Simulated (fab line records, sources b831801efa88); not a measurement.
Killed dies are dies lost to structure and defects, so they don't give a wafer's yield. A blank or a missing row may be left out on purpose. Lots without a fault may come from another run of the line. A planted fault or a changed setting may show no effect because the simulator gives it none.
Problem report in the 8D (eight disciplines) form, filled by code | flow gf180mcu | the parts of the form that need people (team, actions taken, sign-off) are left out

1. THE PROBLEM
spike_tc_centre_C at GF_DUAL_GATE_OXIDATION_15 reads a mean of 837.9 C on 6 wafers of 2 lots; wafers without a fault read 850.5 C with a standard deviation of 0.93. That is -14 standard deviations from the usual mean.
The step: stabilise 600 s, purge 300 s, target thk 7.098 nm.
First seen on wafer L838.1, day 13 23:49, on furnace-02. The record holds 18 wafers of 6 lots with a number at this step. Rule for "out", or "out of limits": more than 4 standard deviations from the usual mean. The other wafers with a number count as sound.

2. WHAT IT IS AND WHAT IT IS NOT
question                    | is                                                                                       | is not
which readings at this step | spike_tc_centre_C, spike_tc_bottom_C, spike_tc_lower_C, spike_tc_top_C, spike_tc_upper_C | -
which lots                  | L838, L841                                                                               | L832, L833, L840, L842
which wafers of those lots  | all that have a number                                                                   | -
read on which tools         | furnace-02                                                                               | furnace-01
when                        | from day 13 23:49                                                                        | up to then (6 sound wafers); but 6 sound wafers of L840, L842 came after

3. SUSPECTS, AND WHAT RULES EACH OUT
Counting: a tool at a process step up to the reading stays a suspect if it ran every lot that is out and no sound lot after the first of them.
- furnace-02 at GF_DUAL_GATE_OXIDATION_15 (stabilise 600 s, purge 300 s, target thk 7.098 nm): kept. It ran every lot that is out, first L838 (day 13 23:49), and no sound lot after that; its last sound lot up to then is L833 (day 12 19:44). Its own readings are out on those wafers: spike_tc_bottom_C, spike_tc_centre_C, spike_tc_lower_C, spike_tc_top_C, spike_tc_upper_C.
Left after counting: furnace-02 at GF_DUAL_GATE_OXIDATION_15.

4. THE CAUSE (what the simulator had put in)
Process parameter drift: furnace-02, from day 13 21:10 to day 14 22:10, at GF_DUAL_GATE_OXIDATION_15. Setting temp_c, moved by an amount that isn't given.
Counting left only this tool.

5. THE CHAIN OF EFFECTS, in route order
Each row: a reading whose mean over the struck wafers that have a number lies more than 3 standard deviations from the usual. Only readings for which the record gives a usual standard deviation are gone through. hours: the time from each lot's start at the first step in this table that gives one to its start at this step, as a median over the lots. sigmas: the change in usual standard deviations.
hours | step                      | reading           | usual   | on struck wafers | change | sigmas
0     | GF_DUAL_GATE_OXIDATION_15 | spike_tc_bottom_C | 866.8 C | 852.1            | -14.6  | -6.4
0     | GF_DUAL_GATE_OXIDATION_15 | spike_tc_centre_C | 850.5 C | 837.9            | -12.6  | -14
0     | GF_DUAL_GATE_OXIDATION_15 | spike_tc_lower_C  | 851.4 C | 838.9            | -12.5  | -12
0     | GF_DUAL_GATE_OXIDATION_15 | spike_tc_top_C    | 860.7 C | 847.2            | -13.5  | -9.0
0     | GF_DUAL_GATE_OXIDATION_15 | spike_tc_upper_C  | 850.0 C | 838.4            | -11.6  | -12
The process steps in it:
- GF_DUAL_GATE_OXIDATION_15: stabilise 600 s, purge 300 s, target thk 7.098 nm.

6. WHAT WOULD HAVE CAUGHT IT SOONER
In this record the first reading out of limits was taken at day 13 23:49, 3 hours after the fault began at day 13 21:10.
